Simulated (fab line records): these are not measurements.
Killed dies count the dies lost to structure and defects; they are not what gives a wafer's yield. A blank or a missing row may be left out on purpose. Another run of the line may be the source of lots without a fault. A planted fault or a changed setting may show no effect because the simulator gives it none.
Which of the tools did it? / flow gf180mcu / Sampling: 11 lots, 33 wafers, 4 of 602 route steps

WHAT EACH GAUGE READ, for each wafer
GF_V1_CD_MEAS_14 targets a cd of 260 nm.
lot=L877; measured=day 18 13:24; on=cd_sem-02; cd_nm (nm)=261.1 261.0 260.7
lot=L881; measured=day 20 03:34; on=cd_sem-01; cd_nm (nm)=260.8 259.2 260.7
lot=L883; measured=day 20 16:34; on=cd_sem-02; cd_nm (nm)=261.8 261.1 261.0
lot=L884; measured=day 21 13:13; on=cd_sem-01; cd_nm (nm)=260.5 259.6 256.7
lot=L885; measured=day 21 14:51; on=cd_sem-02; cd_nm (nm)=259.5 259.3 254.8
lot=L894; measured=day 24 13:58; on=cd_sem-01; cd_nm (nm)=260.5 260.7 259.3
lot=L895; measured=day 25 01:50; on=cd_sem-02; cd_nm (nm)=261.2 259.0 260.5
lot=L896; measured=day 25 09:13; on=cd_sem-01; cd_nm (nm)=260.0 261.3 261.3
lot=L897; measured=day 25 15:01; on=cd_sem-01; cd_nm (nm)=259.9 259.9 259.6
lot=L898; measured=day 25 19:37; on=cd_sem-01; cd_nm (nm)=260.5 259.5 259.4
lot=L899; measured=day 26 03:42; on=cd_sem-01; cd_nm (nm)=260.3 260.1 260.4

WHICH TOOL RAN EACH LOT (tool, then ch and the chambers of the sampled wafers, then the start)
lot=L877; GF_DNWELL_STRIP_08=plasma_asher-04 ch 0,1, day 3 02:00; GF_M1_SPUTTER_01=pvd_sputter-02, day 16 13:57; GF_V1_COAT_09=litho_track-03 ch 0, day 18 01:00
lot=L881; GF_DNWELL_STRIP_08=plasma_asher-03 ch 0,1, day 4 00:19; GF_M1_SPUTTER_01=pvd_sputter-02, day 18 02:37; GF_V1_COAT_09=litho_track-01 ch 0, day 19 15:00
lot=L883; GF_DNWELL_STRIP_08=plasma_asher-04 ch 0,1, day 4 07:04; GF_M1_SPUTTER_01=pvd_sputter-02, day 18 14:35; GF_V1_COAT_09=litho_track-01 ch 0, day 20 04:00
lot=L884; GF_DNWELL_STRIP_08=plasma_asher-04 ch 0,1, day 4 16:34; GF_M1_SPUTTER_01=pvd_sputter-01, day 19 11:16; GF_V1_COAT_09=litho_track-01 ch 0, day 21 00:00
lot=L885; GF_DNWELL_STRIP_08=plasma_asher-01 ch 0,1, day 4 20:33; GF_M1_SPUTTER_01=pvd_sputter-01, day 19 12:57; GF_V1_COAT_09=litho_track-01 ch 0, day 21 02:00
lot=L894; GF_DNWELL_STRIP_08=plasma_asher-04 ch 0,1, day 6 17:28; GF_M1_SPUTTER_01=pvd_sputter-01, day 22 15:16; GF_V1_COAT_09=litho_track-04 ch 0, day 24 02:00
lot=L895; GF_DNWELL_STRIP_08=plasma_asher-01 ch 1, day 6 23:52; GF_M1_SPUTTER_01=pvd_sputter-03, day 23 03:12; GF_V1_COAT_09=litho_track-03 ch 0, day 24 14:00
lot=L896; GF_DNWELL_STRIP_08=plasma_asher-04 ch 0,1, day 7 04:22; GF_M1_SPUTTER_01=pvd_sputter-01, day 23 10:40; GF_V1_COAT_09=litho_track-03 ch 0, day 24 22:00
lot=L897; GF_DNWELL_STRIP_08=plasma_asher-01 ch 0,1, day 7 10:07; GF_M1_SPUTTER_01=pvd_sputter-01, day 23 16:57; GF_V1_COAT_09=litho_track-03 ch 0, day 25 03:00
lot=L898; GF_DNWELL_STRIP_08=plasma_asher-03 ch 0,1, day 7 14:46; GF_M1_SPUTTER_01=pvd_sputter-03, day 23 22:40; GF_V1_COAT_09=litho_track-04 ch 0, day 25 09:00
lot=L899; GF_DNWELL_STRIP_08=plasma_asher-01 ch 0,1, day 7 19:48; GF_M1_SPUTTER_01=pvd_sputter-03, day 24 07:45; GF_V1_COAT_09=litho_track-03 ch 0, day 25 17:00
- GF_DNWELL_STRIP_08: strips in O2/N2.
- GF_M1_SPUTTER_01: material TiN, target thk 30 nm, time 25 s.
- GF_V1_COAT_09: resist thk 1000 nm.

THE ANSWER, worked out from the rows above alone
Rule: usual is defined by the lots themselves. Put in order of their means at a reading, lots are off if they are a third of the lots or fewer, leave a main group of 4 or more, and stand apart from it by a gap of 3 or more times the standard deviation of the main group's means; of several such gaps the widest counts. The tables above print the reading to a certain number of digits; a main group whose means all agree to those digits is not used. A lot without any number at a reading at which 4 lots or more have one is off too. Any other lot the step has rows for is counted as sound.
None of the lots is off at any reading shown; this tells nothing.

WHAT HAD BEEN PUT IN BY THE SIMULATOR
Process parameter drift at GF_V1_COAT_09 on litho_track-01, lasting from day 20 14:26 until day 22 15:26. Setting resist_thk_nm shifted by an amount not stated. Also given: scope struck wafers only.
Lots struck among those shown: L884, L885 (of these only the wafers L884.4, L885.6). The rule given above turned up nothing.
